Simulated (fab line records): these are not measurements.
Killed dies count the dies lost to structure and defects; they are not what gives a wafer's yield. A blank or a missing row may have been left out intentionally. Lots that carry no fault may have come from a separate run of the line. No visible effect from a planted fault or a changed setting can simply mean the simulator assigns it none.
A lot that was struck, set against a sound lot :: flow sky130 :: 37 out of 708 route steps
Sound: these wafers, L694.3, L694.4, L694.6. Wafers struck: L701.1, L701.2, L701.4. The cause comes at the end.
For every step that has rows: the tool of each side, followed by ch and its chambers, followed by its first start. Under that, the readings that differ: sound wafers :: struck wafers :: difference of the means :: sigmas: that difference in standard deviations of wafers without a fault.
alike: readings with means less than 2 such deviations apart, plus words and numbers identical on both sides. not compared: withheld readings, readings lacking a value on some wafer, bounds such as >300 that could conceal the same value, and numbers that have no deviation in the record and whose values overlap.
A row with sigmas, a row that says differs or no value, or rows on one side alone: a step with any of these is where the two part. Numbers that have no deviation but don't overlap get no sigmas and don't part them. Lack of a reading on every wafer of one side parts them only where that side has two or more wafers.

first, 10 steps without rows for these wafers: SKY_LDD_LDN_SOFTBAKE_03 (time 60 s); SKY_LDD_LDN_EXPOSE_04 (exposes mask LDNTM, target cd 700 nm); SKY_LDD_LDN_PEB_05; SKY_LDD_LDN_DEVELOP_06 (develop time 60 s); SKY_LDD_LDN_IMPLANT_08; SKY_LDD_LDN_IMPLANT_09; SKY_LDD_LDN_IMPLANT_10; SKY_LDD_LDN_IMPLANT_11; SKY_LDD_LDN_STRIP_12 (strips in O2/N2); SKY_LDD_LDN_CLEAN_14 (cleans in SC1/SC2, time 150 s).
SKY_SPACER_CVD_00: deposits Si3N4 from DCS/NH3, target thk 43.1 nm, time 740 s.
  sound on lpcvd-02 ch 0, day 24 07:43; struck on lpcvd-02 ch 1, day 26 13:58
reading: spike_tc_centre_C (C)
sound: 769.0 768.2 769.2
struck: 789.7 789.0 790.7
difference: +21.0
sigmas: +21

reading: zone_power_centre_pct (%)
sound: 14.3 14.2 14.4
struck: 20.7 20.9 20.9
difference: +6.5
sigmas: +17

reading: zone_power_lower_pct (%)
sound: 13.7 13.8 13.7
struck: 9.8 10.2 9.8
difference: -3.8
sigmas: -6

reading: zone_power_upper_pct (%)
sound: 16.0 15.7 15.8
struck: 10.8 10.8 10.8
difference: -5.0
sigmas: -4

reading: model.Si3N4_of_SPACER_CVD_00.thk_nm (nm)
sound: 43.26 42.96 43.77
struck: 44.42 44.65 46.34
difference: +1.81
sigmas: 
  alike: spike_tc_top_C
SKY_SPACER_THK_MEAS_01:
  sound on film_metro-03 at day 24 08:57; struck on film_metro-04 at day 26 15:10
reading: SPACER_CVD_00_THK (nm)
sound: 43.3 42.9 43.7
struck: 44.4 44.6 46.3
difference: +1.8
sigmas: +5
SKY_SPACER_ETCHBACK_02: etches Si3N4 in CH3F/O2, stops on SiO2, time 46.7 s, target depth 45 nm.
  sound on rie_diel-03 ch 1,2, day 24 08:59; struck on rie_diel-03 ch 0,2,3, day 26 15:14
reading: oes_product_au (a.u.)
sound: 0.852 0.857 0.867
struck: 0.868 0.862 0.893
difference: +0.016
sigmas: +2

reading: model.etch.depth_nm (nm)
sound: 43.26 42.96 43.77
struck: 44.42 44.65 46.34
difference: +1.81
sigmas: 
  alike: drypump_motor_current_A, throttle_valve_pct
  not compared: rf_hours_counter_h
then, 22 steps without rows for these wafers: SKY_POLY_CUT_DEHYDRATE_00 (time 60 s); SKY_POLY_CUT_HMDS_01 (prime time 60 s); SKY_POLY_CUT_COAT_02 (resist thk 60 nm); SKY_POLY_CUT_COAT_03 (resist thk 450 nm); SKY_POLY_CUT_SOFTBAKE_04 (time 90 s); SKY_POLY_CUT_EXPOSE_05 (exposes mask NPCM, target cd 270 nm); SKY_POLY_CUT_PEB_06; SKY_POLY_CUT_DEVELOP_07 (develop time 60 s); SKY_POLY_CUT_ETCH_10 (etches BARC in N2/H2, stops on SiO2, time 45.9 s, target depth 60 nm); SKY_POLY_CUT_ETCH_11 (etches Si3N4 in CF4/CH2F2/Ar, stops on poly-Si, time 42.5 s, target depth 60 nm); SKY_POLY_CUT_STRIP_12 (strips in O2/N2); SKY_SD_P_DEHYDRATE_00 (time 60 s); SKY_SD_P_HMDS_01 (prime time 60 s); SKY_SD_P_COAT_02 (resist thk 1140 nm); SKY_SD_P_SOFTBAKE_03 (time 60 s); SKY_SD_P_EXPOSE_04 (exposes mask PSDM, target cd 380 nm); SKY_SD_P_PEB_05; SKY_SD_P_DEVELOP_06 (develop time 60 s); SKY_SD_P_IMPLANT_09; SKY_SD_P_STRIP_10 (strips in O2/N2); SKY_RES_XHIGH_DEHYDRATE_00 (time 60 s); SKY_RES_XHIGH_HMDS_01 (prime time 60 s).
-- the record jumps here: 5 days lie between the struck wafers' starts before and after (it left off in module RES_XHIGH and takes up again in module SALICIDE, whose first step shown is number 361 of the route) --
SKY_SALICIDE_CLEAN_00: cleans in HF-last, time 30 s.
  sound on wet_bench-04 ch 0, day 29 08:23; struck on wet_bench-02 ch 1, day 31 08:13
reading: model.Si3N4_of_SPACER_CVD_00.thk_nm (nm)
sound: 42.29 41.99 42.79
struck: 43.45 43.68 45.37
difference: +1.81
sigmas: 
-- the record jumps here: 17 days lie between the struck wafers' starts before and after (it left off in module SALICIDE and takes up again in module PAD_OPEN, whose first step shown is number 708 of the route) --
SKY_PAD_OPEN_PROBE_99:
  sound on prober-02 at day 46 22:35; struck on prober-02 at day 48 08:09
reading: model.etest.pfet_01v8.r_on_ohm_um
sound: 2821 2842 2809
struck: 2930 2924 2963
difference: +115
sigmas: 

reading: model.etest.pfet_01v8.drive_ua_um
sound: 198 198.7 198.7
struck: 190.3 191.5 188.8
difference: -8.3
sigmas: 
  alike: killed_at_M0_to_M3, killed_at_M4_up, killed_at_contacts, killed_at_front_end, killed_at_other, killed_dies, killed_open, killed_short
  not compared: model.etest.sonos_uncharged.r_on_ohm_um

## WHERE THEY PART
First at SKY_SPACER_CVD_00; last, within this record, at SKY_SPACER_ETCHBACK_02. Later steps at which nothing parts them and some readings are alike: SKY_PAD_OPEN_PROBE_99.

WHY: the cause the simulator had injected
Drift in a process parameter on lpcvd-02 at SKY_SPACER_CVD_00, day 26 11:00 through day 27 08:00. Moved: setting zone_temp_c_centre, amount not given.
